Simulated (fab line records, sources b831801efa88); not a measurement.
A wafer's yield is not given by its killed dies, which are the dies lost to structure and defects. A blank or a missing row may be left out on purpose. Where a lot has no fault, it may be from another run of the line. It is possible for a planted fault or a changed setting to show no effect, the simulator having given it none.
Which tool was responsible? | flow sfq-line | 42 wafers from 14 lots sampled at 2 of the route's 325 steps

WHAT THE GAUGES SHOWED, per wafer
No reading from a measuring or inspecting step in the record can be judged against a usual standard deviation.

TOOL THAT RAN EACH LOT (tool first, then ch and the chambers of the sampled wafers, then the start)
lot  | SFQ_TRILAYER_L0_VIA_LITHO_COAT_018 | SFQ_TRILAYER_L0_VIA_BARC_OPEN_VIA_ETCH_021
L884 | litho-track-01 ch 0, day 4 10:25   | rie-diel-01 ch 0,1, day 7 12:29
L885 | litho-track-01 ch 0, day 4 18:49   | rie-diel-01 ch 0,1,3, day 7 21:53
L888 | litho-track-02 ch 0, day 5 12:19   | rie-diel-04 ch 0,1,2, day 9 02:36
L889 | litho-track-02 ch 0, day 5 17:11   | rie-diel-03 ch 0,1,2, day 9 11:00
L891 | litho-track-02 ch 0, day 6 02:43   | rie-diel-01 ch 0,2,3, day 10 02:31
L892 | litho-track-02 ch 0, day 6 09:46   | rie-diel-01 ch 1,2, day 10 13:19
L897 | litho-track-03 ch 0, day 7 07:23   | rie-diel-01 ch 0,2,3, day 11 18:07
L899 | litho-track-01 ch 0, day 7 21:44   | rie-diel-01 ch 0,2,3, day 12 08:38
L900 | litho-track-01 ch 0, day 8 02:24   | rie-diel-04 ch 1,2,3, day 12 15:38
L901 | litho-track-03 ch 0, day 8 09:34   | rie-diel-04 ch 0,1,3, day 13 00:02
L902 | litho-track-03 ch 0, day 8 19:07   | rie-diel-04 ch 1,3, day 13 10:37
L905 | litho-track-01 ch 0, day 9 16:44   | rie-diel-04 ch 0,1,2, day 14 05:49
L906 | litho-track-01 ch 0, day 10 04:36  | rie-diel-04 ch 0,1,3, day 14 21:20
L907 | litho-track-03 ch 0, day 10 12:01  | rie-diel-03 ch 0,1,2, day 15 02:08
- SFQ_TRILAYER_L0_VIA_LITHO_COAT_018: resist thk 62 nm.
- SFQ_TRILAYER_L0_VIA_BARC_OPEN_VIA_ETCH_021: etches BARC in O2, target depth 125 nm, time 41.7 s.

AS READ BY THE TOOLS THEMSELVES (means over the sampled wafers that have a number; for cases with no such wafer, the mark the record gives instead)
SFQ_TRILAYER_L0_VIA_BARC_OPEN_VIA_ETCH_021. Usual: bias-w 79.96 W, standard deviation 0.21; drypump-motor-current-A 5.9 A, standard deviation 0.71; oes-product-au 0.685 a.u., standard deviation 0.0045.
lot  | tool        | bias-w (W) | drypump-motor-current-A (A) | oes-product-au (a.u.) | flag
L884 | rie-diel-01 | 79.81      | 5.0                         | 0.683                 |
L885 | rie-diel-01 | 80.02      | 5.6                         | 0.684                 |
L888 | rie-diel-04 | 80.05      | 5.4                         | 0.686                 |
L889 | rie-diel-03 | 80.00      | 6.1                         | 0.686                 |
L891 | rie-diel-01 | 79.99      | 6.2                         | 0.695                 |
L892 | rie-diel-01 | 79.98      | 6.1                         | 0.690                 |
L897 | rie-diel-01 | 80.05      | 6.3                         | 0.682                 |
L899 | rie-diel-01 | 79.82      | 6.2                         | 0.685                 |
L900 | rie-diel-04 | 80.04      | 5.8                         | 0.687                 |
L901 | rie-diel-04 | 79.82      | 5.8                         | 0.682                 |
L902 | rie-diel-04 | 79.90      | 5.7                         | 0.685                 |
L905 | rie-diel-04 | 79.95      | 5.4                         | 0.684                 |
L906 | rie-diel-04 | 79.83      | 5.7                         | 0.686                 |
L907 | rie-diel-03 | 79.93      | 6.1                         | 0.683                 |

THE ANSWER, worked out from the rows above alone
Rule: take the mean of a lot's wafers that have a number; if it is more than 3 standard deviations from the usual mean, the lot is off. A lot without any number at a reading at which 4 lots or more have one is off too. Where the step has rows for the other lots, those lots are counted as sound. Order of review: gauges by route order, followed by the tools' own readings, for which a lot's mean as printed above is used. The first step at which some lot is off is used, and at that step the reading that is off furthest; a lot without a number counts as furthest.
No lot is off at any reading shown: from this, nothing can be told.

WHAT THE SIMULATOR HAD PUT IN
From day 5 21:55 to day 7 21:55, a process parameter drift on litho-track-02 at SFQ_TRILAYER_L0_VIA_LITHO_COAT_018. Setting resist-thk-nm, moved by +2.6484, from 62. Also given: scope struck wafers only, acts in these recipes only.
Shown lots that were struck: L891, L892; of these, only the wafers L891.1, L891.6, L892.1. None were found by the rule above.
